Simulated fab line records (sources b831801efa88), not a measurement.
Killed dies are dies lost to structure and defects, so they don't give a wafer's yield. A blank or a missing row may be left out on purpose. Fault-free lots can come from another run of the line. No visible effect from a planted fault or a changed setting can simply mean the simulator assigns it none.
Code-filled problem report in 8D (eight disciplines) form | flow sky130 | the parts of the form that need people (team, actions taken, sign-off) are left out

## 1. THE PROBLEM
RES_XHIGH_TW at SKY_RES_XHIGH_TW_MEAS_09 reads a mean of 30 on 3 wafers of 1 lot; wafers without a fault read 1640 with a standard deviation of 8.4. So: -99 or more standard deviations from the usual mean.
Seen first at day 30 04:43 on film_metro-03, wafer L427.4. The record holds 39 wafers of 13 lots with a number at this step. Rule for "out" (also "out of limits"): further than 4 standard deviations from the usual mean. All remaining wafers that have a number are taken as sound.

## 2. WHAT THIS IS AND IS NOT
question                    | is                     | is not
which readings at this step | RES_XHIGH_TW           | -
which lots                  | L427                   | L417, L419, L420, L422, L423, L424, L426, L434, L437, L438, L439, L440
which wafers of those lots  | all that have a number | -
read on which gauges        | film_metro-03          | film_metro-01, film_metro-02
when                        | from day 30 04:43      | up to then (21 sound wafers); but 15 sound wafers of L434, L437, L438, L439, L440 came after

## 3. WHAT RULES OUT EACH SUSPECT
Counting: any tool at a process step up to the reading is kept as a suspect provided that every lot that is out went through it and no sound lot did after the first of them.
- the gauge at SKY_RES_XHIGH_TW_MEAS_09 is ruled out. All the wafers that are out were read on film_metro-03, but those of them that SKY_SD_P_STRIP_10 has rows for are out there too, on other tools.
- plasma_asher-01 at SKY_SD_P_STRIP_10 (strips in O2/N2): ruled out as a lasting fault. The sound lots L438 went through it after L427, its earliest lot that is out (day 29 00:33).
- plasma_asher-02 at SKY_RES_XHIGH_STRIP_08 (strips in O2/N2): ruled out as a lasting fault. The sound lots L439 went through it after L427, its earliest lot that is out (day 30 04:37).
Left after counting: nothing in the record.

## 4. THE CAUSE (what the simulator had put in)
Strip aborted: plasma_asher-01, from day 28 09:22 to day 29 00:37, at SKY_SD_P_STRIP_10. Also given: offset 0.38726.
The count ruled it out by mistake, since the rule takes a fault to strike every lot its tool runs from the start of the fault on, and this one did not do so.

## 5. THE EFFECT CHAIN, in route order
Rows list readings where the struck wafers' mean (over those with a number) sits beyond 3 standard deviations from the usual. Readings are gone through only where the record gives a usual standard deviation; hours: the median, over the lots, of the time from a lot's start at the first step in this table giving one to that lot's start at this step; sigmas: the change measured in usual standard deviations.
hours | step                     | reading                  | usual      | on struck wafers | change | sigmas
0     | SKY_SD_P_STRIP_10        | oes_product_au           | 0.618 a.u. | 0.798            | +0.180 | +38
28    | SKY_RES_XHIGH_STRIP_08   | strip_time_to_endpoint_s | 14.07 s    | 15.49            | +1.42  | +32
28    | SKY_RES_XHIGH_TW_MEAS_09 | RES_XHIGH_TW             | 1640       | 30               | -1610  | -99 or more
Its process steps:
- SKY_SD_P_STRIP_10: strips in O2/N2.
- SKY_RES_XHIGH_STRIP_08: strips in O2/N2.
Readings that are blank on the struck wafers while sound wafers have them: strip_time_to_endpoint_s at SKY_SD_P_STRIP_10.
Later steps that measure or inspect, where all struck wafers having a row at the step show a number for every such reading and not one has moved that far: SKY_LOCAL_INTERCONNECT_THK_MEAS_02, SKY_VIA2_BOW_MEAS_03.

## 6. WHAT WOULD HAVE CAUGHT IT SOONER
43 hours passed between the start of the fault at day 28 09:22 and the first reading out of limits at a measuring or inspecting step in this record, taken at day 30 04:43.
At SKY_SD_P_STRIP_10, the tool's own readings (oes_product_au) were out on each struck wafer the step has a row for, so an alarm limit on them would have fired on the first such wafer.
